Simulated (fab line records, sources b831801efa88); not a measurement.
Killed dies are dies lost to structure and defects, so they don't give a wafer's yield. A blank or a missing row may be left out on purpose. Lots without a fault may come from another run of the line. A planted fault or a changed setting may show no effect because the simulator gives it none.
Which tool did it? | flow gf180mcu | 6 lots, 18 wafers sampled, at 4 steps of a route of 602

WHAT THE GAUGES READ, wafer by wafer
GF_TOP_METAL_CD_MEAS_14: target cd 440 nm.
lot  | measured     | on        | cd_nm (nm)
L556 | day 28 07:16 | cd_sem-01 | 436.3 435.4 433.6
L560 | day 29 12:13 | cd_sem-02 | 440.9 442.0 439.4
L564 | day 31 03:25 | cd_sem-01 | 441.5 441.7 439.7
L571 | day 32 22:11 | cd_sem-01 | 423.2 422.0 421.0
L573 | day 33 02:53 | cd_sem-01 | 422.3 423.2 421.3
L578 | day 34 07:59 | cd_sem-01 | 438.4 440.2 440.8

WHICH TOOL RAN EACH LOT (tool, then ch and the chambers of the sampled wafers, then the start)
lot  | GF_V5_SPUTTER_21             | GF_TOP_METAL_SPUTTER_04      | GF_TOP_METAL_EXPOSE_11
L556 | pvd_sputter-02, day 27 10:55 | pvd_sputter-01, day 27 11:48 | iline_stepper-02 ch 0, day 27 21:58
L560 | pvd_sputter-04, day 28 15:58 | pvd_sputter-01, day 28 16:55 | iline_stepper-01 ch 0, day 29 02:50
L564 | pvd_sputter-04, day 30 09:28 | pvd_sputter-01, day 30 10:20 | iline_stepper-02 ch 0, day 30 18:50
L571 | pvd_sputter-02, day 32 04:46 | pvd_sputter-01, day 32 05:39 | iline_stepper-02 ch 0, day 32 14:20
L573 | pvd_sputter-02, day 32 09:53 | pvd_sputter-04, day 32 10:46 | iline_stepper-02 ch 0, day 32 18:59
L578 | pvd_sputter-04, day 33 16:11 | pvd_sputter-01, day 33 17:04 | iline_stepper-01 ch 0, day 34 00:46
- GF_V5_SPUTTER_21: material Ti, target thk 15 nm, time 80.02 s.
- GF_TOP_METAL_SPUTTER_04: material TiN, target thk 25 nm, time 20.8 s.
- GF_TOP_METAL_EXPOSE_11: exposes mask MetalTop, target cd 440 nm.

THE ANSWER, worked out from the rows above alone
Rule: what is usual is taken from the lots themselves. Put in order of their means at a reading, lots are off if they are a third of the lots or fewer, leave a main group of 4 or more, and stand apart from it by a gap of 3 or more times the standard deviation of the main group's means; of several such gaps the widest counts. A main group whose means are all the same, to the digits that the tables above print for the reading, isn't used. A lot without any number at a reading at which 4 lots or more have one is off too. The other lots that the step has rows for count as sound.
Off: L571, L573, at GF_TOP_METAL_CD_MEAS_14 (cd_nm). The main group: mean 439.2 nm, standard deviation 2.4.
A tool fits if, at a process step before that reading, it ran every lot that is off, and no sound lot after the first of them. The gauges at GF_TOP_METAL_CD_MEAS_14 are tried like those tools. Can't be told from this: 2 tools fit, pvd_sputter-02 at GF_V5_SPUTTER_21, iline_stepper-02 at GF_TOP_METAL_EXPOSE_11.

WHAT THE SIMULATOR HAD PUT IN
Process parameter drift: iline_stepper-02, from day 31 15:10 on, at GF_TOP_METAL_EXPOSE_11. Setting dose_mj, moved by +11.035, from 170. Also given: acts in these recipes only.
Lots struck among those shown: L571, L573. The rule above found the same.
